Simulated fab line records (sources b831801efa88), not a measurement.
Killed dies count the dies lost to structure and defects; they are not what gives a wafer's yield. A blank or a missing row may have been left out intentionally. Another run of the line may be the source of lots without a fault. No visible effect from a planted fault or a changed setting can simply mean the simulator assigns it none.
2 desks looking at one fault + flow gf180mcu + each desk holds nothing but its own numbers, with what lay behind them at the end

## AT THE METROLOGY DESK
Means of the sampled wafers that have a number, per lot and without regard to the tool the lot ran on: this is what the gauges read. Any lot whose mean is over 4 standard deviations away from the usual mean is out of limits and marked OUT; that distance is given in the brackets.
Columns: A = CONTACT_W_RS at GF_CONTACT_RS_MEAS_25, usual 0.386 ohm/sq; B = CONTACT_W_THK at GF_CONTACT_THK_MEAS_26, usual 295 nm
| lot  | first seen here | A                | B              |
|------|-----------------|------------------|----------------|
| L231 | day 16 17:01    | 0.392            | 296            |
| L232 | day 16 22:47    | 0.395            | 287            |
| L234 | day 17 21:30    | 0.384            | 299            |
| L235 | day 18 05:57    | 0.391            | 290            |
| L236 | day 18 12:42    | 0.383            | 301            |
| L238 | day 19 08:41    | 0.388            | 295            |
| L239 | day 19 17:40    | 0.385            | 298            |
| L240 | day 20 04:47    | 0.387            | 293            |
| L243 | day 21 02:05    | 0.382            | 297            |
| L245 | day 21 19:20    | 0.352 (-7.4) OUT | 319 (+5.1) OUT |
| L251 | day 23 23:14    | 0.388            | 298            |
| L252 | day 24 04:11    | 0.379            | 300            |
| L253 | day 24 17:11    | 0.385            | 294            |
This desk reports L245 out of limits; the earliest was L245 at day 21 19:20 (CONTACT_W_RS at GF_CONTACT_RS_MEAS_25). Within limits: L231, L232, L234, L235, L236, L238, L239, L240, L243, L251, L252, L253.

## THE TOOL OWNER'S DESK: cvdW-01
The tool's own readings at GF_CONTACT_CVD_24 (deposits W, target thk 300 nm, time 90.339 s): means of the sampled wafers that have a number, for each lot that ran on this tool. Any lot whose mean is over 4 standard deviations away from the usual mean is out of limits and marked OUT; that distance is given in the brackets.
Columns: A = heaterPowerW at GF_CONTACT_CVD_24, usual 805 W
| lot  | first seen here | A   |
|------|-----------------|-----|
| L236 | day 18 12:35    | 881 |
| L238 | day 19 08:35    | 827 |
| L239 | day 19 17:34    | 819 |
| L240 | day 20 04:41    | 817 |
| L243 | day 21 01:59    | 756 |
| L245 | day 21 19:14    | 845 |
Result from this desk: across the 6 lots, nothing is out of limits.

## ALL TOGETHER
At day 21 19:20 the metrology desk could have sounded an alarm, on L245.
Nothing out of limits was seen by the tool owner's desk.
Tool owner's desk: L245 on record, inside its limits.
GF_CONTACT_CVD_24 was run on cvdW-01 by each of the lots named.

## WHAT HAD BEEN PUT IN BY THE SIMULATOR
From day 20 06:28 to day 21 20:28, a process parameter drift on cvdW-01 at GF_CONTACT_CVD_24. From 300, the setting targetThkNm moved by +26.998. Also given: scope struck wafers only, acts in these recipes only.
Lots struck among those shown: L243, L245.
Time in hours between the start of the fault and the first out-of-limits reading at each desk: metrology desk, 37.
